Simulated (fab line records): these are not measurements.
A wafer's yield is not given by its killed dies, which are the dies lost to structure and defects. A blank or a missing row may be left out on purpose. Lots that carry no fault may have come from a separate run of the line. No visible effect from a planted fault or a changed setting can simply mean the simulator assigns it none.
8D (eight disciplines) problem report, filled in by code ; flow gf180mcu ; the parts of the form that need people (team, actions taken, sign-off) are left out

1. PROBLEM STATEMENT
Wafers without a fault read 24.998, standard deviation 0.0069; beamEnergyKeV at GF_HV_LDD_IMPLANT_21 reads a mean of 23.679 on 6 wafers belonging to 2 lots. That is -99 or more standard deviations from the usual mean.
Earliest sighting: wafer L824.1 on implanter-04 at day 14 13:37. Wafers with a number at this step in the record: 42, from 14 lots. Rule for "out" (also "out of limits"): further than 4 standard deviations from the usual mean. Any other wafer with a number is counted as sound.

2. WHAT IT IS, WHAT IT ISN'T
question;is;is not
which readings at this step;beamEnergyKeV;-
which lots;L824, L826;L812, L813, L815, L816, L818, L819, L820, L822, L823, L831, L833, L835
which wafers of those lots;all that have a number;-
read on which tools;implanter-04;implanter-02, implanter-03
when;from day 14 13:37;"up to then (27 sound wafers); but 9 sound wafers of L831, L833, L835 came after"

3. SUSPECTS, AND WHAT RULES EACH OUT
Counting: a tool at any process step up to the reading remains a suspect when it ran all the lots that are out and ran no sound lot after the first of those.
- implanter-04 at GF_HV_LDD_IMPLANT_21: kept. Every lot that is out went through it, starting with L824 (day 14 13:37), and after that it ran no sound lot; the last sound lot it ran before then is L823 (day 14 11:14). Out on those wafers are its own readings of beamEnergyKeV.
The count leaves implanter-04 at GF_HV_LDD_IMPLANT_21.

4. THE CAUSE (what the simulator had put in)
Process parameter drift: implanter-04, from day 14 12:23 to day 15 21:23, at GF_HV_LDD_IMPLANT_21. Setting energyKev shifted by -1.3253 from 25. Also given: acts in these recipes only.
The count eliminated every tool but this one.

5. SEQUENCE OF EFFECTS, ordered by route
Each row: a reading whose mean over the struck wafers that have a number lies more than 3 standard deviations from the usual. Only readings whose record carries a usual standard deviation are examined. hours: median over the lots of the time between each lot's start at the first step of this table that gives one and its start at this step. sigmas: the change, counted in usual standard deviations.
hours;step;reading;usual;on struck wafers;change;sigmas
0;GF_HV_LDD_IMPLANT_21;beamEnergyKeV;24.998;23.679;-1.319;-99 or more
Its process steps:
- GF_HV_LDD_IMPLANT_21

6. HOW IT WOULD HAVE BEEN CAUGHT EARLIER
In this record the first reading out of limits was taken at day 14 13:37, 1 hour after the fault began at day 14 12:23.
